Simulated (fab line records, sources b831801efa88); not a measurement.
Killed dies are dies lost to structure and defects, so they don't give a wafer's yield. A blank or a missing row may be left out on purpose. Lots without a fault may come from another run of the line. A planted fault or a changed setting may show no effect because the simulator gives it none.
A struck lot beside a sound one | flow sky130 | 17 steps out of a route of 708
Sound: wafers L228.2, L228.4, L228.5. Struck: wafers L219.1, L219.2, L219.5. The cause comes at the end.
At each step with rows: each side's tool, then ch and its chambers, then its first start. Under that, the readings that differ: sound wafers | struck wafers | difference of the means | sigmas: that difference in standard deviations of wafers without a fault.
alike: readings whose means differ by less than 2 such deviations, and words and numbers that are the same on both sides. not compared: withheld readings, readings that some wafer has no value for, bounds like >300 that may hide the same value, and numbers for which the record gives no deviation and whose values overlap.
The two part at a step that has a row with sigmas, a row that says differs or no value, or rows on one side only. Numbers that don't overlap but have no deviation are shown without sigmas and don't part them. A reading that every wafer of one side lacks parts them only if that side has two wafers or more.

SKY_LDD_HVP_STRIP_09: strips in O2/N2.
  sound on plasma_asher-03 ch 0,1, day 30 20:04; struck on plasma_asher-01 ch 0,1, day 26 13:37
  alike: drypump_motor_current_A, oes_product_au, strip_time_to_endpoint_s
  not compared: rf_hours_counter_h
SKY_LDD_HVP_TW_MEAS_10:
  sound on film_metro-04, day 30 20:11; struck on film_metro-01, day 26 13:43
  alike: LDD_HVP_TW
then, 7 steps without rows for these wafers: SKY_LDD_LDN_DEHYDRATE_00 (time 60 s); SKY_LDD_LDN_HMDS_01 (prime time 60 s); SKY_LDD_LDN_COAT_02 (resist thk 1140 nm); SKY_LDD_LDN_SOFTBAKE_03 (time 60 s); SKY_LDD_LDN_EXPOSE_04 (exposes mask LDNTM, target cd 700 nm); SKY_LDD_LDN_PEB_05; SKY_LDD_LDN_DEVELOP_06 (develop time 60 s).
SKY_LDD_LDN_OVL_MEAS_07:
  sound on overlay-01, day 31 23:37; struck on overlay-02, day 27 18:41
  alike: LDD_LDN_OVL
then, 2 steps without rows for these wafers: SKY_LDD_LDN_IMPLANT_08; SKY_LDD_LDN_IMPLANT_09.
SKY_LDD_LDN_IMPLANT_10:
  sound on implanter-04 ch 0, day 31 23:59; struck on implanter-03, day 27 19:01
  no value came back on the struck wafers for beam_energy_keV, beam_on_s (s), implant_ion_amu; on the sound wafers beam_energy_keV reads 14.864 14.861 14.863
then, 1 step without rows for these wafers: SKY_LDD_LDN_IMPLANT_11.
SKY_LDD_LDN_STRIP_12: strips in O2/N2.
  sound on plasma_asher-04 ch 0,1, day 32 00:15; struck on plasma_asher-04 ch 0,1, day 27 19:19
  alike: drypump_motor_current_A, oes_product_au, strip_time_to_endpoint_s
  not compared: rf_hours_counter_h
SKY_LDD_LDN_TW_MEAS_13:
  sound on film_metro-04, day 32 00:22; struck on film_metro-01, day 27 19:25
  reading    | sound          | struck         | difference | sigmas
  LDD_LDN_TW | 1455 1459 1453 | 1336 1340 1337 | -118       | -21
then, 1 step without rows for these wafers: SKY_LDD_LDN_CLEAN_14 (cleans in SC1/SC2, time 150 s).

WHERE THEY PART
First at SKY_LDD_LDN_IMPLANT_10; last, within this record, at SKY_LDD_LDN_TW_MEAS_13.

WHY: what the simulator had put in
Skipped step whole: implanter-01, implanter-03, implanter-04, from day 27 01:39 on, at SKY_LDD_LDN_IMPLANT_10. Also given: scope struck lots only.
